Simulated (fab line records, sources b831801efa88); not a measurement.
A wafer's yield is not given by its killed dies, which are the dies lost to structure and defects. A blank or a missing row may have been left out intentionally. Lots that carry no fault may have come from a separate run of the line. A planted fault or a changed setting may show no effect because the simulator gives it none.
Struck lot and sound lot, side by side ; flow sky130 ; 14 steps out of a route of 708
Sound: the wafers L850.1, L850.2, L850.4. The struck wafers were L862.4, L862.5, L862.6. The cause is given at the end.
Per side, at each step with rows, come the tool, then ch with its chambers, and then its first start. Under that, the readings that differ: sound wafers ; struck wafers ; difference of the means ; sigmas: that difference in standard deviations of wafers without a fault.
alike: readings whose means differ by less than 2 such deviations, and words and numbers that are the same on both sides. not compared: withheld readings, readings that some wafer has no value for, bounds like >300 that may hide the same value, and numbers for which the record gives no deviation and whose values overlap.
The two part at a step that has a row with sigmas, a row that says differs or no value, or rows on one side only. Non-overlapping numbers with no deviation appear without sigmas and do not part them. A reading that every wafer of one side lacks parts them only if that side has two wafers or more.

SKY_SONOS_TUNNEL_TW_MEAS_12:
  sound on film_metro-02, day 12 04:04; struck on film_metro-02, day 15 22:26
  alike: SONOS_TUNNEL_TW
then, 2 steps without rows for these wafers: SKY_SONOS_TUNNEL_CLEAN_13 (cleans in dHF, time 20 s); SKY_SONOS_ONO_OXIDATION_00 (stabilise 600 s, purge 300 s, target thk 2.6 nm).
SKY_SONOS_ONO_THK_MEAS_01:
  sound on film_metro-01, day 12 06:13; struck on film_metro-03, day 16 00:18
  alike: SONOS_ONO_OXIDATION_THK
then, 1 step without rows for these wafers: SKY_SONOS_ONO_CVD_02 (deposits Si3N4 from DCS/NH3, target thk 10.5 nm, time 180 s).
SKY_SONOS_ONO_THK_MEAS_03:
  sound on film_metro-03, day 12 07:19; struck on film_metro-03, day 16 01:25
reading;sound;struck;difference;sigmas
SONOS_ONO_CVD_02_THK (nm);10.74 10.83 10.68;10.59 10.32 10.46;-0.29;-2
then, 1 step without rows for these wafers: SKY_SONOS_ONO_CVD_04 (deposits SiO2 from SiH4/N2O, target thk 5.7199 nm).
SKY_SONOS_ONO_THK_MEAS_05:
  sound on film_metro-01, day 12 08:38; struck on film_metro-02, day 16 02:43
  alike: SONOS_ONO_CVD_04_THK
then, 4 steps without rows for these wafers: SKY_SONOS_ONO_DEHYDRATE_06 (time 60 s); SKY_SONOS_ONO_HMDS_07 (prime time 60 s); SKY_SONOS_ONO_COAT_08 (resist thk 1140 nm); SKY_SONOS_ONO_SOFTBAKE_09 (time 60 s).
SKY_SONOS_ONO_EXPOSE_10: exposes mask ONOM, target cd 410 nm.
  struck on iline_stepper-02, day 16 16:12; sound on iline_stepper-01 ch 0, day 12 21:05
  no value came back on the struck wafers for exposure_dose_mJ_cm2, focus_offset_nm (nm), stage_vel_mm_s (mm/s); on the sound wafers exposure_dose_mJ_cm2 reads 149.97 149.89 150.02
  alike: mask
following that, these wafers have no rows for 1 step: SKY_SONOS_ONO_PEB_11.

== WHERE THEY PART ==
Earliest at SKY_SONOS_ONO_THK_MEAS_03; latest, in this record, at SKY_SONOS_ONO_EXPOSE_10.

WHY: what had been put in by the simulator
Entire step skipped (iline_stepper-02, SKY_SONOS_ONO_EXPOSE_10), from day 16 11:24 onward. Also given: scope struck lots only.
